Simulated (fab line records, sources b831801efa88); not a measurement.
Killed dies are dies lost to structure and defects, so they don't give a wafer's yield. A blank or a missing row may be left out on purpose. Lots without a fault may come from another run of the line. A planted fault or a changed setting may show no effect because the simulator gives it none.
Which tool did it? | flow sky130 | 6 lots, 18 wafers sampled, at 1 step of a route of 708

WHAT THE GAUGES READ, wafer by wafer
SKY_LDD_HVN_OVL_MEAS_07.
lot  | measured     | on         | LDD_HVN_OVL (nm)
L825 | day 20 15:03 | overlay-01 | -1.8 0.9 -1.8
L837 | day 24 21:32 | overlay-02 | -0.7 -3.8 -1.7
L840 | day 25 15:37 | overlay-01 | -0.3 -0.6 -0.9
L841 | day 26 01:00 | overlay-01 | -3.5 -1.1 -2.3
L845 | day 27 09:14 | overlay-01 | 1.7 1.7 -0.8
L847 | day 28 05:32 | overlay-02 | -1.5 -1.6 0.8

WHICH TOOL RAN EACH LOT (tool, then ch and the chambers of the sampled wafers, then the start)
The record holds no process step before these readings.

THE ANSWER, worked out from the rows above alone
Rule: what is usual is taken from the lots themselves. Put in order of their means at a reading, lots are off if they are a third of the lots or fewer, leave a main group of 4 or more, and stand apart from it by a gap of 3 or more times the standard deviation of the main group's means; of several such gaps the widest counts. A main group whose means are all the same, to the digits that the tables above print for the reading, isn't used. A lot without any number at a reading at which 4 lots or more have one is off too. The other lots that the step has rows for count as sound.
No lot is off at any reading shown: from this, nothing can be told.

WHAT THE SIMULATOR HAD PUT IN
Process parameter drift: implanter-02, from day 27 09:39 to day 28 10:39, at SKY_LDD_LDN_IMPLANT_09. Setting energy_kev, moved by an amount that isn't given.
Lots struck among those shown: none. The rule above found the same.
